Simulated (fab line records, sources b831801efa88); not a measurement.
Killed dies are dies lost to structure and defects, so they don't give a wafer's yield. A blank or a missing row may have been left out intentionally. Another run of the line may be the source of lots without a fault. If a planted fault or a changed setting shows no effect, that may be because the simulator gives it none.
fab line records	flow sfq-line	part 1 of 2: steps 1 to 29 of 39
[record] lots = 5	wafers = 15	last-day = 88
route steps=325 shown R5@214 I5@228 C5@240 M6@251
lots that met no fault: taken from a fault-free run of the same line
start-h: hours from the record's first day to the start of the lot's first wafer shown	wait-h: hours from the lot's prior step to this one	" same as the row above	L1.1+2: several wafers, shown together as one row	- no value, or no start given	* or withheld: withheld	< > ~ a bound
route shown NAME@n: NAME is a module with steps in the file, n the number in the route of the first one	usual: mean/standard deviation taken from wafers without a fault	same: alike in all rows	chamber/n: place in a boat	sites: readings site by site	_std_site: the values' standard deviation	_edge_site: outer sites' mean less inner sites'	radius-mm: for every site, how far away it sits from the centre of the wafer	mask NAME#n: copy n	behind: tool/chamber where the wafer was last shaped	hold: the reason the lot was held/the length of the hold in hours/how it ended	device: the transistor (n, p or np) that didn't switch	end of line: the route-end tests of the same wafers	a step given without rows: its recipe and nothing more	killed: at the first sort, the dies lost to defects and structure; wafer yield is something else	map: shows each die of a wafer: x if killed, . if not, _ if none is there
set.NAME: setting as actually run; set.NAME@STEP: the setting as run at that earlier step	model.NAME: the simulator's own value behind a step, which no gauge read
lots at selected steps of the route; one table per step, one row per wafer
services: the hour from which a tool's chamber was out of use, counted from the record's first day as start-h (under 0 if before that day), plus the number of hours and why
[[steps]]
[step SFQ_TRILAYER_R5_DEP_SPUTTER_134]
[recipe] material = Ti	base-pressure-pa = 1.33e-06	target-thk-nm = 5	power-w = 2000	time-s = 5	chamber-pressure-pa = 0.4
[usual] throttle-valve-pct = 30.1/1
lot.wafer	tool	chamber	start-h	wait-h	throttle-valve-pct
L081.2	pvd-sputter-05	-	1364.91	0.0	30.5
L081.3	"	-	"	"	29.7
L081.6	"	-	"	"	31.3
L083.1	pvd-sputter-03	-	1372.60	0.0	31.1
L083.3	"	-	"	"	29.6
L083.5	"	-	"	"	28.9
L089.2	pvd-sputter-04	-	1395.69	0.0	31.3
L089.3	"	-	"	"	31.1
L089.6	"	-	"	"	31.2
L090.1	pvd-sputter-03	-	1404.61	0.0	29.6
L090.2	"	-	"	"	29.0
L090.3	"	-	"	"	29.0
L092.2	pvd-sputter-04	-	1417.00	0.0	30.7
L092.3	"	-	"	"	31.1
L092.5	"	-	"	"	28.2
[step SFQ_R5_RS_MEAS_933]
[recipe] thk-meas-gauge = four-point-probe	reads = Ti_of_TRILAYER_R5_DEP_SPUTTER_134+MoNx_of_TRILAYER_R5_DEP_SPUTTER_133+Ti_of_TRILAYER_R5_DEP_SPUTTER_132
[usual] R5_MONX_RS = 7.01/0.067
lot.wafer	tool	chamber	start-h	wait-h	R5_MONX_RS[ohm/sq]
L081.2	film-metro-02	-	1364.95	0.0	7.00
L081.3	"	-	"	"	6.91
L081.6	"	-	"	"	6.97
L083.1	film-metro-03	-	1372.62	0.0	7.06
L083.3	"	-	"	"	7.06
L083.5	"	-	"	"	7.09
L089.2	film-metro-02	-	1395.73	0.0	7.03
L089.3	"	-	"	"	7.09
L089.6	"	-	"	"	7.10
L090.1	film-metro-02	-	1404.63	0.0	6.99
L090.2	"	-	"	"	7.09
L090.3	"	-	"	"	7.06
L092.2	film-metro-02	-	1417.04	0.0	6.98
L092.3	"	-	"	"	6.99
L092.5	"	-	"	"	6.94
[step SFQ_R5_THK_MEAS_934]
[recipe] thk-meas-gauge = xrf	reads = MoNx_of_TRILAYER_R5_DEP_SPUTTER_133
[usual] R5_MONX_THK = 40.4/0.39
lot.wafer	tool	chamber	start-h	wait-h	R5_MONX_THK[nm]
L081.2	film-metro-02	-	1365.06	0.1	40.4
L081.3	"	-	"	"	41.0
L081.6	"	-	"	"	40.6
L083.1	film-metro-03	-	1372.74	0.1	40.1
L083.3	"	-	"	"	40.4
L083.5	"	-	"	"	39.9
L089.2	film-metro-02	-	1395.84	0.1	40.5
L089.3	"	-	"	"	40.1
L089.6	"	-	"	"	40.0
L090.1	film-metro-02	-	1404.75	0.1	40.7
L090.2	"	-	"	"	39.9
L090.3	"	-	"	"	40.5
L092.2	film-metro-02	-	1417.15	0.1	40.8
L092.3	"	-	"	"	40.7
L092.5	"	-	"	"	40.8
[step SFQ_TRILAYER_R5_LITHO_COAT_141]
[recipe] resist = BARC	spin-rpm = 3000	resist-thk-nm = 62
lot.wafer	tool	chamber	start-h	wait-h
L081.2+3+6	litho-track-04	0	1365.16	0.1
L083.1+3+5	litho-track-03	0	1372.80	0.1
L089.2+3+6	litho-track-04	0	1395.94	0.1
L090.1+2+3	litho-track-03	0	1404.81	0.1
L092.2+3+5	litho-track-03	0	1417.25	0.1
[step SFQ_TRILAYER_R5_LITHO_COAT_136]
[recipe] resist = KrF	spin-rpm = 3000	resist-thk-nm = 600
lot.wafer	tool	chamber	start-h	wait-h
L081.2+3+6	litho-track-04	0	1365.46	0.2
L083.1+3+5	litho-track-03	0	1373.10	0.2
L089.2+3+6	litho-track-04	0	1396.24	0.2
L090.1+2+3	litho-track-03	0	1405.11	0.2
L092.2+3+5	litho-track-03	0	1417.55	0.2
[step SFQ_TRILAYER_R5_LITHO_SOFTBAKE_140]
[recipe] temp-c = withheld	time-s = withheld	resist = KrF
lot.wafer	tool	chamber	start-h	wait-h
L081.2+3+6	litho-track-04	0	1365.73	0.2
L083.1+3+5	litho-track-03	0	1373.40	0.2
L089.2+3+6	litho-track-04	0	1396.51	0.2
L090.1+2+3	litho-track-03	0	1405.41	0.2
L092.2+3+5	litho-track-03	0	1417.82	0.2
[step SFQ_TRILAYER_R5_LITHO_EXPOSE_137]
[recipe] mask-id = R5	na = 0.6	source-shape = conventional	sigma-outer = 0.65	target-cd-nm = 500	dose-mj = 14.4
[usual] stage-vel-mm-s = 499.97/0.27
lot.wafer	tool	chamber	start-h	wait-h	mask	stage-vel-mm-s
L081.2	krf-scanner-02	0	1474.04	-	R5#0	499.87
L081.3	"	0	"	"	R5#0	499.41
L081.6	"	0	"	"	R5#0	499.90
L083.1	krf-scanner-02	0	1483.44	-	R5#0	499.98
L083.3	"	0	"	"	R5#0	499.84
L083.5	"	0	"	"	R5#0	500.39
L089.2	krf-scanner-01	0	1508.96	-	R5#0	499.73
L089.3	"	0	"	"	R5#0	500.15
L089.6	"	0	"	"	R5#0	500.03
L090.1	krf-scanner-01	0	1513.56	-	R5#0	500.00
L090.2	"	0	"	"	R5#0	499.49
L090.3	"	0	"	"	R5#0	499.57
L092.2	krf-scanner-01	0	-	-	R5#0	500.35
L092.3	"	0	"	"	R5#0	500.15
L092.5	"	0	"	"	R5#0	500.60
[step SFQ_TRILAYER_R5_LITHO_PEB_139]
[recipe] peb-temp-c = 115	peb-time-s = 60	resist = KrF
lot.wafer	tool	chamber	start-h	wait-h
L081.2+3+6	litho-track-03	0	1475.06	0.8
L083.1+3+5	litho-track-03	0	1484.64	1.0
L089.2+3+6	litho-track-04	0	1509.99	0.8
L090.1+2+3	litho-track-03	0	1514.76	1.0
L092.2+3+5	litho-track-03	0	-	-
[step SFQ_TRILAYER_R5_LITHO_DEVELOP_138]
[recipe] time-s = 60	resist = KrF
lot.wafer	tool	chamber	start-h	wait-h
L081.2+3+6	litho-track-03	0	1475.21	0.1
L083.1+3+5	litho-track-03	0	1484.79	0.1
L089.2+3+6	litho-track-04	0	1510.14	0.1
L090.1+2+3	litho-track-03	0	1514.91	0.1
L092.2+3+5	litho-track-03	0	1521.21	0.1
[step SFQ_R5_OVL_MEAS_935]
[usual] R5_OVL = 0/5.9
lot.wafer	tool	chamber	start-h	wait-h	R5_OVL[nm]
L081.2	overlay-02	-	1475.34	0.1	-4
L081.3	"	-	"	"	1
L081.6	"	-	"	"	-4
L083.1	overlay-02	-	1484.94	0.1	1
L083.3	"	-	"	"	-1
L083.5	"	-	"	"	-4
L089.2	overlay-02	-	1510.27	0.1	-10
L089.3	"	-	"	"	-7
L089.6	"	-	"	"	-4
L090.1	overlay-02	-	1515.06	0.1	-6
L090.2	"	-	"	"	-3
L090.3	"	-	"	"	-11
L092.2	overlay-02	-	1521.34	0.1	5
L092.3	"	-	"	"	3
L092.5	"	-	"	"	7
[step SFQ_TRILAYER_R5_BARC_OPEN_METAL_ETCH_177]
[recipe] mask-material = PR	chemistry = O2	target-depth-nm = 125	target = BARC	icp-w = 600	bias-w = 80	pressure-mtorr = 10	time-s = 41.7
[usual] bias-w = 80.01/0.22	drypump-motor-current-A = 5.4/0.36	oes-product-au = 0.685/0.0048
lot.wafer	tool	chamber	start-h	wait-h	bias-w	drypump-motor-current-A	oes-product-au	rf-hours-counter-h
L081.2	rie-metal-03	1	1475.37	0.0	80.15	5.2	0.686	151
L081.3	"	1	"	"	79.97	5.2	0.684	-
L081.6	"	1	"	"	79.49	5.2	0.681	-
L083.1	rie-metal-04	1	1484.97	0.0	79.69	5.9	0.678	32
L083.3	"	0	"	"	80.10	5.7	0.685	-
L083.5	"	0	"	"	80.28	5.7	0.684	-
L089.2	rie-metal-04	1	1510.30	0.0	79.70	5.9	0.691	37
L089.3	"	0	"	"	79.63	5.7	0.691	-
L089.6	"	1	"	"	80.28	5.9	0.678	-
L090.1	rie-metal-03	0	1515.10	0.0	80.02	5.1	0.691	14
L090.2	"	0	"	"	80.01	5.1	0.679	-
L090.3	"	0	"	"	80.03	5.1	0.690	-
L092.2	rie-metal-04	1	1521.39	0.0	80.27	5.9	0.683	-
L092.3	"	1	"	"	80.13	5.8	0.686	-
L092.5	"	1	"	"	80.14	5.9	0.692	-
[step SFQ_TRILAYER_R5_ETCH_METAL_ETCH_139]
[recipe] stop-on = SiO2	mask-material = PR	chemistry = Cl2	target-depth-nm = 60	icp-w = 600	bias-w = 80	pressure-mtorr = 10	time-s = 40
[usual] bias-w = 80.00/0.23	drypump-motor-current-A = 5.4/0.36	oes-product-au = 0.991/0.0056
lot.wafer	tool	chamber	start-h	wait-h	bias-w	drypump-motor-current-A	oes-product-au	rf-hours-counter-h
L081.2	rie-metal-03	1	1475.43	0.0	79.85	5.3	0.987	151
L081.3	"	1	"	"	79.62	5.2	0.984	-
L081.6	"	1	"	"	79.91	5.3	0.984	-
L083.1	rie-metal-04	1	1485.03	0.0	79.90	5.9	0.995	32
L083.3	"	0	"	"	80.22	5.7	1.000	-
L083.5	"	0	"	"	80.00	5.7	0.995	-
L089.2	rie-metal-04	1	1510.36	0.0	80.34	5.9	1.002	37
L089.3	"	0	"	"	80.12	5.7	0.994	-
L089.6	"	1	"	"	79.88	5.9	0.993	-
L090.1	rie-metal-03	0	1515.22	0.1	79.98	5.1	0.995	14
L090.2	"	0	"	"	79.99	5.1	0.989	-
L090.3	"	0	"	"	79.89	5.1	0.995	-
L092.2	rie-metal-04	1	1521.51	0.1	80.32	5.9	0.993	-
L092.3	"	1	"	"	79.92	5.9	0.991	-
L092.5	"	1	"	"	80.22	5.9	0.995	-
[step SFQ_TRILAYER_R5_STRIP_STRIP_140]
[recipe] gas = O2	power-w = 200	platen-temp-c = 40	overash-fraction = 0.65	chemistry = O2	pressure-mtorr = 50
[usual] drypump-motor-current-A = 5.4/0.36	oes-product-au = 1.001/0.0098
lot.wafer	tool	chamber	start-h	wait-h	drypump-motor-current-A	oes-product-au	rf-hours-counter-h
L081.2	rie-metal-03	1	1475.49	0.0	5.3	0.985	151
L081.3	"	1	"	"	5.3	1.002	-
L081.6	"	1	"	"	5.2	0.985	-
L083.1	rie-metal-04	1	1485.09	0.0	5.9	1.009	32
L083.3	"	0	"	"	5.7	1.012	-
L083.5	"	0	"	"	5.7	1.017	-
L089.2	rie-metal-04	1	1510.42	0.0	5.9	1.010	37
L089.3	"	0	"	"	5.7	1.023	-
L089.6	"	1	"	"	5.9	1.018	-
L090.1	rie-metal-03	0	1515.34	0.1	5.1	1.008	14
L090.2	"	0	"	"	5.1	1.013	-
L090.3	"	0	"	"	5.1	1.013	-
L092.2	rie-metal-04	1	1521.81	0.3	5.8	1.015	-
L092.3	"	1	"	"	5.8	1.008	-
L092.5	"	1	"	"	5.8	1.011	-
[step SFQ_TRILAYER_R5_STRIP_SOLV_CLEAN_141]
[recipe] chemistry = NMP	temp-c = 70	time-s = 600
lot.wafer	tool	chamber	start-h	wait-h
L081.2+3+6	wet-bench-01	2,4,0	1476.09	0.4
L083.1+3+5	wet-bench-03	1,5,4	1485.69	0.4
L089.2+3+6	wet-bench-02	2,5,0	1511.02	0.4
L090.1+2+3	wet-bench-01	5,1,4	1516.54	1.0
L092.2+3+5	wet-bench-03	1,6,2	1522.81	0.8
[step SFQ_TRILAYER_A5C_DEP_PECVD_142]
[recipe] material = SiO2	temp-c = 150	time-s = 15.556	pressure-torr = 2.4	rf-w = 183.3	precursor = SiH4/N2O	target-thk-nm = 70
[usual] heater-power-w = 88/13	throttle-valve-pct = 24.1/1.3
lot.wafer	tool	chamber	start-h	wait-h	heater-power-w	since-wet-clean-h	throttle-valve-pct
L081.2	pecvd-01	0	1476.27	0.0	66	529	24.7
L081.3	"	2	"	"	109	529	23.9
L081.6	"	2	"	"	111	-	23.6
L083.1	pecvd-02	2	1485.88	0.0	92	908	24.3
L083.3	"	1	"	"	92	908	26.8
L083.5	"	2	"	"	95	-	24.2
L089.2	pecvd-04	0	1511.19	0.0	71	180	24.1
L089.3	"	1	"	"	83	180	22.3
L089.6	"	1	"	"	83	-	22.6
L090.1	pecvd-04	1	1516.71	0.0	85	186	22.2
L090.2	"	0	"	"	70	186	23.9
L090.3	"	2	"	"	86	186	23.3
L092.2	pecvd-02	0	1522.98	0.0	112	945	23.3
L092.3	"	1	"	"	99	945	27.4
L092.5	"	0	"	"	110	-	22.8
[step SFQ_TRILAYER_I5_LITHO_COAT_149]
[recipe] resist = BARC	spin-rpm = 3000	resist-thk-nm = 62
lot.wafer	tool	chamber	start-h	wait-h
L081.2+3+6	litho-track-01	0	1476.34	0.1
L083.1+3+5	litho-track-02	0	1485.91	0.0
L089.2+3+6	litho-track-02	0	1511.27	0.1
L090.1+2+3	litho-track-01	0	1516.74	0.0
L092.2+3+5	litho-track-04	0	1523.06	0.1
[step SFQ_TRILAYER_I5_LITHO_COAT_144]
[recipe] resist = KrF	spin-rpm = 3000	resist-thk-nm = 650
lot.wafer	tool	chamber	start-h	wait-h
L081.2+3+6	litho-track-01	0	1476.64	0.2
L083.1+3+5	litho-track-02	0	1486.21	0.2
L089.2+3+6	litho-track-02	0	1511.57	0.2
L090.1+2+3	litho-track-01	0	1517.04	0.2
L092.2+3+5	litho-track-04	0	1523.36	0.2
[step SFQ_TRILAYER_I5_LITHO_SOFTBAKE_148]
[recipe] temp-c = withheld	time-s = withheld	resist = KrF
lot.wafer	tool	chamber	start-h	wait-h
L081.2+3+6	litho-track-01	0	1476.92	0.2
L083.1+3+5	litho-track-02	0	1486.51	0.2
L089.2+3+6	litho-track-02	0	1511.84	0.2
L090.1+2+3	litho-track-01	0	1517.34	0.2
L092.2+3+5	litho-track-04	0	1523.63	0.2
[step SFQ_TRILAYER_I5_LITHO_EXPOSE_145]
[recipe] mask-id = I5	na = 0.6	source-shape = conventional	sigma-outer = 0.65	target-cd-nm = 700	dose-mj = 21.3
[usual] stage-vel-mm-s = 499.98/0.25
lot.wafer	tool	chamber	start-h	wait-h	mask	stage-vel-mm-s
L081.2	krf-scanner-01	0	1578.73	-	I5#0	499.88
L081.3	"	0	"	"	I5#0	499.71
L081.6	"	0	"	"	I5#0	500.27
L083.1	krf-scanner-01	0	1584.53	-	I5#0	499.94
L083.3	"	0	"	"	I5#0	499.46
L083.5	"	0	"	"	I5#0	499.52
L089.2	krf-scanner-02	0	1610.06	-	I5#0	499.92
L089.3	"	0	"	"	I5#0	500.15
L089.6	"	0	"	"	I5#0	500.46
L090.1	krf-scanner-02	0	1615.86	-	I5#0	499.95
L090.2	"	0	"	"	I5#0	500.11
L090.3	"	0	"	"	I5#0	499.93
L092.2	krf-scanner-02	0	1624.46	-	I5#0	499.74
L092.3	"	0	"	"	I5#0	499.50
L092.5	"	0	"	"	I5#0	500.29
[step SFQ_TRILAYER_I5_LITHO_PEB_147]
[recipe] peb-temp-c = 115	peb-time-s = 60	resist = KrF
lot.wafer	tool	chamber	start-h	wait-h
L081.2+3+6	litho-track-02	0	1579.76	0.8
L083.1+3+5	litho-track-02	0	1585.73	1.0
L089.2+3+6	litho-track-04	0	1611.08	0.8
L090.1+2+3	litho-track-02	0	1617.06	1.0
L092.2+3+5	litho-track-04	0	1625.48	0.8
[step SFQ_TRILAYER_I5_LITHO_DEVELOP_146]
[recipe] time-s = 60	resist = KrF
lot.wafer	tool	chamber	start-h	wait-h
L081.2+3+6	litho-track-02	0	1579.91	0.1
L083.1+3+5	litho-track-02	0	1585.88	0.1
L089.2+3+6	litho-track-04	0	1611.23	0.1
L090.1+2+3	litho-track-02	0	1617.21	0.1
L092.2+3+5	litho-track-04	0	1625.63	0.1
[step SFQ_I5_OVL_MEAS_936]
[usual] I5_OVL = -2/5.4
lot.wafer	tool	chamber	start-h	wait-h	I5_OVL[nm]
L081.2	overlay-01	-	1580.04	0.1	-2
L081.3	"	-	"	"	3
L081.6	"	-	"	"	-2
L083.1	overlay-02	-	1586.03	0.1	7
L083.3	"	-	"	"	3
L083.5	"	-	"	"	5
L089.2	overlay-01	-	1611.36	0.1	2
L089.3	"	-	"	"	-2
L089.6	"	-	"	"	-4
L090.1	overlay-02	-	1617.36	0.1	0
L090.2	"	-	"	"	11
L090.3	"	-	"	"	4
L092.2	overlay-01	-	1625.76	0.1	-4
L092.3	"	-	"	"	-11
L092.5	"	-	"	"	-8
[step SFQ_TRILAYER_I5_BARC_OPEN_VIA_ETCH_200]
[recipe] mask-material = PR	chemistry = O2	target-depth-nm = 125	target = BARC	source-w = 500	bias-w = 80	pressure-mtorr = 30	time-s = 41.7
[usual] bias-w = 79.98/0.25	drypump-motor-current-A = 5.7/0.36	oes-product-au = 0.686/0.0044
lot.wafer	tool	chamber	start-h	wait-h	bias-w	drypump-motor-current-A	oes-product-au	rf-hours-counter-h
L081.2	rie-diel-03	3	1580.07	0.0	80.11	5.3	0.688	3
L081.3	"	2	"	"	79.75	6.2	0.681	20
L081.6	"	2	"	"	80.08	6.2	0.683	-
L083.1	rie-diel-03	2	1586.07	0.0	79.90	6.2	0.688	20
L083.3	"	0	"	"	80.28	5.3	0.678	8
L083.5	"	1	"	"	79.79	5.7	0.685	-
L089.2	rie-diel-01	0	1611.39	0.0	79.89	5.4	0.684	18
L089.3	"	2	"	"	79.68	6.0	0.689	16
L089.6	"	0	"	"	80.11	5.4	0.688	-
L090.1	rie-diel-03	0	1617.39	0.0	79.78	5.3	0.678	9
L090.2	"	2	"	"	79.85	6.2	0.689	21
L090.3	"	1	"	"	79.97	5.7	0.680	9
L092.2	rie-diel-04	0	1625.79	0.0	79.80	6.2	0.689	6
L092.3	"	2	"	"	80.04	5.9	0.681	13
L092.5	"	1	"	"	79.89	5.7	0.681	-
[step SFQ_TRILAYER_I5_ETCH_VIA_ETCH_147]
[recipe] stop-on = Nb	mask-material = PR	chemistry = CHF3	target-depth-nm = 360	source-w = 500	bias-w = 80	pressure-mtorr = 30	time-s = withheld
[usual] bias-w = 80.00/0.21	drypump-motor-current-A = 5.7/0.36	oes-product-au = 0.992/0.0051
lot.wafer	tool	chamber	start-h	wait-h	bias-w	drypump-motor-current-A	oes-product-au
L081.2	rie-diel-03	3	1580.11	0.0	80.01	5.3	0.992
L081.3	"	2	"	"	80.26	6.2	0.993
L081.6	"	2	"	"	80.12	6.1	0.989
L083.1	rie-diel-03	2	1586.11	0.0	80.00	6.2	0.989
L083.3	"	0	"	"	79.86	5.3	0.998
L083.5	"	1	"	"	79.95	5.7	0.995
L089.2	rie-diel-01	0	1611.43	0.0	80.19	5.4	1.000
L089.3	"	2	"	"	80.42	6.0	0.988
L089.6	"	0	"	"	80.25	5.4	0.989
L090.1	rie-diel-03	0	1617.43	0.0	80.11	5.3	0.989
L090.2	"	2	"	"	80.09	6.2	1.001
L090.3	"	1	"	"	80.04	5.7	0.997
L092.2	rie-diel-04	0	1625.83	0.0	79.97	6.1	0.985
L092.3	"	2	"	"	79.70	6.0	0.995
L092.5	"	1	"	"	80.06	5.8	0.986
[step SFQ_TRILAYER_I5_STRIP_STRIP_148]
[recipe] gas = O2	power-w = 200	platen-temp-c = 40	overash-fraction = 0.65	chemistry = O2	pressure-mtorr = 50
[usual] drypump-motor-current-A = 5.6/0.58	oes-product-au = 1.002/0.0094
lot.wafer	tool	chamber	start-h	wait-h	drypump-motor-current-A	oes-product-au	rf-hours-counter-h
L081.2	rie-metal-04	1	1580.26	-	5.9	1.008	50
L081.3	"	0	"	"	5.7	1.016	-
L081.6	"	1	"	"	5.9	1.009	-
L083.1	rie-metal-01	1	1586.26	-	6.6	1.006	7
L083.3	"	0	"	"	5.1	0.992	-
L083.5	"	1	"	"	6.7	0.995	-
L089.2	rie-metal-02	0	1611.58	-	5.0	1.006	43
L089.3	"	0	"	"	5.0	1.002	-
L089.6	"	1	"	"	5.7	0.991	-
L090.1	rie-metal-02	0	1617.58	-	5.0	0.998	44
L090.2	"	1	"	"	5.7	0.996	12
L090.3	"	0	"	"	5.0	1.001	-
L092.2	rie-metal-04	1	1625.98	-	5.8	1.007	55
L092.3	"	0	"	"	5.7	1.025	-
L092.5	"	0	"	"	5.7	1.025	-
[step SFQ_TRILAYER_I5_STRIP_SOLV_CLEAN_149]
[recipe] chemistry = NMP	temp-c = 70	time-s = 600
lot.wafer	tool	chamber	start-h	wait-h
L081.2+3+6	wet-bench-04	6,4,0	1580.86	0.4
L083.1+3+5	wet-bench-02	0,5,1	1587.06	0.5
L089.2+3+6	wet-bench-03	5,0,4	1612.18	0.4
L090.1+2+3	wet-bench-04	0,3,6	1618.18	0.4
L092.2+3+5	wet-bench-03	0,3,6	1626.58	0.4
[step SFQ_TRILAYER_C5_LITHO_COAT_156]
[recipe] resist = BARC	spin-rpm = 3000	resist-thk-nm = 62
lot.wafer	tool	chamber	start-h	wait-h
L081.2+3+6	litho-track-03	0	1581.08	0.1
L083.1+3+5	litho-track-03	0	1587.25	0.0
L089.2+3+6	litho-track-01	0	1612.42	0.1
L090.1+2+3	litho-track-03	0	1618.36	0.0
L092.2+3+5	litho-track-03	0	1626.82	0.1
[step SFQ_TRILAYER_C5_LITHO_COAT_151]
[recipe] resist = KrF	spin-rpm = 3000	resist-thk-nm = 650
lot.wafer	tool	chamber	start-h	wait-h
L081.2+3+6	litho-track-03	0	1581.38	0.2
L083.1+3+5	litho-track-03	0	1587.55	0.2
L089.2+3+6	litho-track-01	0	1612.72	0.2
L090.1+2+3	litho-track-03	0	1618.66	0.2
L092.2+3+5	litho-track-03	0	1627.12	0.2
[step SFQ_TRILAYER_C5_LITHO_SOFTBAKE_155]
[recipe] temp-c = withheld	time-s = withheld	resist = KrF
lot.wafer	tool	chamber	start-h	wait-h
L081.2+3+6	litho-track-03	0	1581.66	0.2
L083.1+3+5	litho-track-03	0	1587.85	0.2
L089.2+3+6	litho-track-01	0	1613.00	0.2
L090.1+2+3	litho-track-03	0	1618.96	0.2
L092.2+3+5	litho-track-03	0	1627.40	0.2
